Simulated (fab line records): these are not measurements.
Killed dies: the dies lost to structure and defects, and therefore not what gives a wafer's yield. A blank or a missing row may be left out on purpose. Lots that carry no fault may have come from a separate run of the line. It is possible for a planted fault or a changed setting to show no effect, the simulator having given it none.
Which of the tools did it?    flow sky130    18 wafers from 6 lots sampled at 4 of the route's 708 steps

WHAT THE GAUGES READ, wafer by wafer
SKY_METAL4_OVL_MEAS_14.
lot   measured      on          METAL4_OVL (nm)
L248  day 42 20:36  overlay-02  6 2 6
L261  day 46 12:09  overlay-01  -8 -2 -7
L264  day 47 02:22  overlay-02  -4 0 -5
L268  day 47 20:25  overlay-02  -4 -6 -6

EACH LOT AND THE TOOL THAT RAN IT (in order: tool; ch and the chambers of the sampled wafers; start)
lot   SKY_METAL2_SPUTTER_04        SKY_METAL3_SPUTTER_04        SKY_VIA3_SPUTTER_20
L248  pvdSputter-03, day 35 06:48  pvdSputter-02, day 37 14:51  pvdSputter-03, day 40 20:25
L252  pvdSputter-02, day 37 10:04  pvdSputter-04, day 39 16:39  pvdSputter-03, day 42 18:21
L255  pvdSputter-03, day 37 11:55  pvdSputter-01, day 39 17:42  pvdSputter-03, day 42 19:51
L261  pvdSputter-02, day 39 12:25  pvdSputter-02, day 41 16:10  pvdSputter-03, day 44 16:03
L264  pvdSputter-02, day 40 08:19  pvdSputter-04, day 42 11:30  pvdSputter-01, day 45 08:20
L268  pvdSputter-03, day 41 03:17  pvdSputter-01, day 43 06:27  pvdSputter-03, day 46 02:20
- SKY_METAL2_SPUTTER_04: material TiN, target thk 70 nm, time 58.3 s.
- SKY_METAL3_SPUTTER_04: material TiN, target thk 70 nm, time 58.3 s.
- SKY_VIA3_SPUTTER_20: material TiN, target thk 20 nm, time 80 s.

THE ANSWER, worked out from the rows above alone
Rule: usual is defined by the lots themselves. The widest of any qualifying gaps counts: lots, ordered by their means at a reading, are off when they make up no more than a third of the lots, leave a main group of 4 or more, and stand apart from it by 3 or more times the standard deviation of that group's means. A main group is skipped when, at the precision printed for the reading in the tables above, its means are all equal. A lot without any number at a reading at which 4 lots or more have one is off too. The other lots that the step has rows for count as sound.
Nothing can be told from this: no lot is off at any reading shown.

WHAT THE SIMULATOR HAD INSERTED
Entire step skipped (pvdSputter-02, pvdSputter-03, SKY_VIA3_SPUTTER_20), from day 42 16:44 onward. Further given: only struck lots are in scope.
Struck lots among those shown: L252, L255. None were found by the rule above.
